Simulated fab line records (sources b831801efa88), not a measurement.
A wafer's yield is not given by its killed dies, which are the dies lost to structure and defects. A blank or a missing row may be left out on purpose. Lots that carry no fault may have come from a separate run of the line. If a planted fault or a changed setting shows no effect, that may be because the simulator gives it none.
What tool caused it? :: flow gf180mcu :: 33 wafers from 11 lots sampled at 3 of the route's 602 steps

## WHAT THE GAUGES SHOWED, per wafer
GF_M4_RS_MEAS_05: measures by four-point-probe.
lot: L443
measured: day 22 17:05
on: film_metro-03
M4_ALCU_RS (ohm/sq): 0.0684 0.0695 0.0691

lot: L444
measured: day 22 20:52
on: film_metro-03
M4_ALCU_RS (ohm/sq): 0.0686 0.0693 0.0691

lot: L445
measured: day 23 09:43
on: film_metro-03
M4_ALCU_RS (ohm/sq): 0.0691 0.0687 0.0692

lot: L446
measured: day 23 13:44
on: film_metro-02
M4_ALCU_RS (ohm/sq): 0.0699 0.0707 0.0698

lot: L447
measured: day 24 04:52
on: film_metro-03
M4_ALCU_RS (ohm/sq): 0.0694 0.0689 0.0687

lot: L448
measured: day 24 14:34
on: film_metro-03
M4_ALCU_RS (ohm/sq): 0.0684 0.0680 0.0685

lot: L449
measured: day 24 18:10
on: film_metro-04
M4_ALCU_RS (ohm/sq): 0.0682 0.0692 0.0701

lot: L450
measured: day 25 00:01
on: film_metro-04
M4_ALCU_RS (ohm/sq): 0.0692 0.0701 0.0689

lot: L454
measured: day 26 14:52
on: film_metro-04
M4_ALCU_RS (ohm/sq): 0.0690 0.0684 0.0688

lot: L465
measured: day 29 20:39
on: film_metro-04
M4_ALCU_RS (ohm/sq): 0.0700 0.0702 0.0694

lot: L466
measured: day 30 03:38
on: film_metro-03
M4_ALCU_RS (ohm/sq): 0.0696 0.0692 0.0688

GF_V4_OVL_MEAS_15.
lot: L443
measured: day 24 17:03
on: overlay-02
V4_OVL (nm): -3 6 5

lot: L444
measured: day 24 20:42
on: overlay-02
V4_OVL (nm): -1 0 3

lot: L445
measured: day 25 08:23
on: overlay-02
V4_OVL (nm): 6 -3 7

lot: L446
measured: day 25 11:22
on: overlay-01
V4_OVL (nm): 7 4 0

lot: L447
measured: day 26 01:49
on: overlay-01
V4_OVL (nm): 2 1 3

lot: L448
measured: day 26 11:07
on: overlay-01
V4_OVL (nm): 4 6 7

lot: L449
measured: day 26 14:13
on: overlay-01
V4_OVL (nm): 6 -8 2

lot: L450
measured: day 26 19:35
on: overlay-02
V4_OVL (nm): 1 7 5

lot: L454
measured: day 28 11:43
on: overlay-01
V4_OVL (nm): 0 -1 -1

lot: L465
measured: day 31 10:27
on: overlay-01
V4_OVL (nm): 4 1 0

lot: L466
measured: day 31 16:28
on: overlay-01
V4_OVL (nm): 6 3 4

## TOOL THAT RAN EACH LOT (tool first, then ch and the chambers of the sampled wafers, then the start)
lot: L443
GF_M4_SPUTTER_03: pvd_sputter-02, day 22 17:01

lot: L444
GF_M4_SPUTTER_03: pvd_sputter-04, day 22 20:49

lot: L445
GF_M4_SPUTTER_03: pvd_sputter-04, day 23 09:38

lot: L446
GF_M4_SPUTTER_03: pvd_sputter-01, day 23 13:37

lot: L447
GF_M4_SPUTTER_03: pvd_sputter-04, day 24 04:47

lot: L448
GF_M4_SPUTTER_03: pvd_sputter-04, day 24 14:28

lot: L449
GF_M4_SPUTTER_03: pvd_sputter-02, day 24 18:05

lot: L450
GF_M4_SPUTTER_03: pvd_sputter-04, day 24 23:53

lot: L454
GF_M4_SPUTTER_03: pvd_sputter-02, day 26 14:46

lot: L465
GF_M4_SPUTTER_03: pvd_sputter-01, day 29 20:35

lot: L466
GF_M4_SPUTTER_03: pvd_sputter-01, day 30 03:35
- GF_M4_SPUTTER_03: material Ti, target thk 10 nm, time 6.7 s.

## AS READ BY THE TOOLS THEMSELVES (means over the sampled wafers that have a number; for cases with no such wafer, the mark the record gives instead)
GF_M4_SPUTTER_03.
lot: L443
tool: pvd_sputter-02
cathode_dc_power_W (W): 3000.1
throttle_valve_pct (%): 29.3

lot: L444
tool: pvd_sputter-04
cathode_dc_power_W (W): 3000.3
throttle_valve_pct (%): 30.1

lot: L445
tool: pvd_sputter-04
cathode_dc_power_W (W): 3000.1
throttle_valve_pct (%): 29.9

lot: L446
tool: pvd_sputter-01
cathode_dc_power_W (W): 2999.7
throttle_valve_pct (%): 30.5

lot: L447
tool: pvd_sputter-04
cathode_dc_power_W (W): 3000.1
throttle_valve_pct (%): 29.2

lot: L448
tool: pvd_sputter-04
cathode_dc_power_W (W): 2999.9
throttle_valve_pct (%): 29.6

lot: L449
tool: pvd_sputter-02
cathode_dc_power_W (W): 3000.2
throttle_valve_pct (%): 29.1

lot: L450
tool: pvd_sputter-04
cathode_dc_power_W (W): 3000.2
throttle_valve_pct (%): 29.2

lot: L454
tool: pvd_sputter-02
cathode_dc_power_W (W): 2999.8
throttle_valve_pct (%): 30.0

lot: L465
tool: pvd_sputter-01
cathode_dc_power_W (W): 2999.4
throttle_valve_pct (%): 30.7

lot: L466
tool: pvd_sputter-01
cathode_dc_power_W (W): 2999.2
throttle_valve_pct (%): 30.3

## THE ANSWER, worked out from the rows above alone
Rule: usual is defined by the lots themselves. The widest of any qualifying gaps counts: lots, ordered by their means at a reading, are off when they make up no more than a third of the lots, leave a main group of 4 or more, and stand apart from it by 3 or more times the standard deviation of that group's means. Not used: any main group whose means are identical at the precision the tables above print for the reading. Also off: a lot with no number at a reading for which 4 or more lots have one. All remaining lots with rows at the step are treated as sound. Order of review: gauges by route order, followed by the tools' own readings, for which a lot's mean as printed above is used. At the first step where some lot is off, the reading lying furthest off is the one used; lots without a number count as furthest.
Nothing can be told from this: no lot is off at any reading shown.

## WHAT HAD BEEN PUT IN BY THE SIMULATOR
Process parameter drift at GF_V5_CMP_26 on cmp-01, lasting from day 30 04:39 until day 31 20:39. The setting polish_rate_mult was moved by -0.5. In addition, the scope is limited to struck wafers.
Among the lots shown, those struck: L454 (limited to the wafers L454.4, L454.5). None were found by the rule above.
